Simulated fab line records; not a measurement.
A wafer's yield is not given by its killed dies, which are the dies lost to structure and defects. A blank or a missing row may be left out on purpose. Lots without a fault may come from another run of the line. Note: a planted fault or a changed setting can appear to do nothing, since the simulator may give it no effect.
Chamber matching -- flow gf180mcu -- 4 sister chambers for GF_STI_CMP_25 on cmp-01
The step polishes, stops on Si3N4, t overpolish 33 s, target thk 524.6 nm. 22 wafers are shown with their chamber, then 11 later ones without.

WAFERS WITH THEIR CHAMBER
wafer,chamber,motor-current-A (A),overpolish-run-s (s),time-to-endpoint-s (s)
L076.1,2,13.0,32.984,127
L076.2,0,13.4,32.999,128
L076.5,0,12.9,33.006,132
L078.2,3,12.3,32.994,123
L078.3,0,13.1,33.022,131
L078.5,1,14.7,32.993,128
L079.1,3,12.2,33.010,126
L079.3,0,14.4,32.999,128
L079.6,3,12.6,32.995,128
L081.2,0,13.4,32.994,132
L081.4,3,12.6,32.989,132
L081.6,2,12.1,33.013,133
L083.2,0,14.2,33.008,127
L083.3,2,13.5,33.018,120
L083.6,1,13.8,33.009,122
L085.1,3,12.2,32.986,114
L085.3,0,14.0,33.002,116
L085.4,1,14.5,32.996,120
L086.1,3,12.8,33.010,117
L086.2,2,13.3,32.998,120
L086.3,0,14.5,33.002,119
L088.4,0,13.4,33.005,122

SIGNATURES (means of the wafers above)
reading,chamber 0,chamber 1,chamber 2,chamber 3,scatter within a chamber
motor-current-A,13.700,14.333,12.975,12.450,0.508
overpolish-run-s,33.00411,32.99933,33.00325,32.99733,0.0103
time-to-endpoint-s,126.11,123.33,125.00,123.33,6.03
Rule: a wafer lies at a distance from a chamber equal to the root of the sum of squares, over the readings, of (its reading less the chamber's mean, divided by the reading's scatter). The wafer belongs to the nearest chamber; if the next one is less than 2 further off, it can't be placed. The scatter is the square root of a quotient: the sum, over the shown wafers, of each reading's squared deviation from its chamber's mean, divided by wafers minus chambers.

WAFERS WHOSE CHAMBER IS MISSING
wafer,motor-current-A (A),overpolish-run-s (s),time-to-endpoint-s (s)
L088.5,14.0,33.015,121
L088.6,13.8,32.989,120
L089.3,13.6,32.999,122
L089.4,11.8,33.011,115
L089.6,12.6,32.977,117
L092.3,13.6,32.996,125
L092.4,13.9,33.002,121
L092.6,12.4,33.014,117
L093.1,14.3,33.011,123
L093.5,13.8,33.002,120
L093.6,12.5,33.000,123

THE CHAMBER EACH PASSED THROUGH
wafer,from the rows above,in truth
L088.5,can't be placed: 0 or 1 or 2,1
L088.6,can't be placed: 1 or 0 or 2 or 3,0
L089.3,can't be placed: 0 or 2 or 1 or 3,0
L089.4,can't be placed: 3 or 2 or 0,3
L089.6,can't be placed: 3 or 2 or 0 or 1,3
L092.3,can't be placed: 0 or 2 or 1 or 3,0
L092.4,can't be placed: 0 or 1 or 2 or 3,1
L092.6,can't be placed: 3 or 2 or 0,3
L093.1,can't be placed: 1 or 0 or 2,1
L093.5,can't be placed: 0 or 1 or 2 or 3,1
L093.6,can't be placed: 3 or 2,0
0 of 11 placed correctly. Cannot be placed on the basis of these rows: 11; the candidates contain the true chamber in 10. 0 placed wrongly.
